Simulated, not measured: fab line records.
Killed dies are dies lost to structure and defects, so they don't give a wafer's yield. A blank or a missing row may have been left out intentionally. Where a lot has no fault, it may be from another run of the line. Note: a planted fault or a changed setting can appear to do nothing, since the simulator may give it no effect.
Which tool is to blame? | flow sky130 | Sampling: 12 lots, 36 wafers, 2 of 708 route steps

WHAT EACH GAUGE READ, for each wafer
SKY_VT_ADJUST_LVTN_TW_MEAS_21.
lot  | measured     | on            | VT_ADJUST_LVTN_2_TW
L075 | day 7 23:54  | film-metro-03 | 185.9 185.7 186.9
L077 | day 8 12:31  | film-metro-01 | 188.9 188.7 188.5
L079 | day 9 02:25  | film-metro-04 | 187.9 187.5 188.3
L081 | day 9 17:17  | film-metro-01 | 189.6 190.0 190.5
L083 | day 10 18:53 | film-metro-03 | 183.4 184.0 184.5
L084 | day 10 21:05 | film-metro-04 | 187.8 188.5 188.8
L087 | day 11 12:49 | film-metro-01 | 189.1 188.7 188.0
L089 | day 11 21:31 | film-metro-04 | 187.5 186.8 187.4
L091 | day 12 20:31 | film-metro-04 | 186.4 186.9 186.5
L093 | day 13 01:31 | film-metro-01 | 188.9 187.6 188.3
L095 | day 13 15:44 | film-metro-04 | 188.0 188.7 188.9
L097 | day 14 07:47 | film-metro-01 | 188.1 188.2 187.9

TOOL THAT RAN EACH LOT (tool first, then ch and the chambers of the sampled wafers, then the start)
lot  | SKY_VT_ADJUST_LVTN_STRIP_20
L075 | plasma-asher-04 ch 0,1, day 7 23:49
L077 | plasma-asher-02 ch 0,1, day 8 12:25
L079 | plasma-asher-04 ch 0,1, day 9 02:19
L081 | plasma-asher-04 ch 0,1, day 9 17:11
L083 | plasma-asher-02 ch 0,1, day 10 18:46
L084 | plasma-asher-04 ch 0,1, day 10 20:58
L087 | plasma-asher-04 ch 0, day 11 12:43
L089 | plasma-asher-03 ch 0,1, day 11 21:25
L091 | plasma-asher-04 ch 0, day 12 20:25
L093 | plasma-asher-04 ch 0,1, day 13 01:25
L095 | plasma-asher-03 ch 0,1, day 13 15:38
L097 | plasma-asher-04 ch 0,1, day 14 07:40
- SKY_VT_ADJUST_LVTN_STRIP_20: strips in O2/N2.

THE ANSWER, worked out from the rows above alone
Rule: usual is defined by the lots themselves. Put in order of their means at a reading, lots are off if they are a third of the lots or fewer, leave a main group of 4 or more, and stand apart from it by a gap of 3 or more times the standard deviation of the main group's means; of several such gaps the widest counts. A main group whose means are all the same, to the digits that the tables above print for the reading, isn't used. Also off: a lot with no number at a reading for which 4 or more lots have one. Any other lot the step has rows for is counted as sound.
No lot is off at any reading shown: from this, nothing can be told.

WHAT HAD BEEN PUT IN BY THE SIMULATOR
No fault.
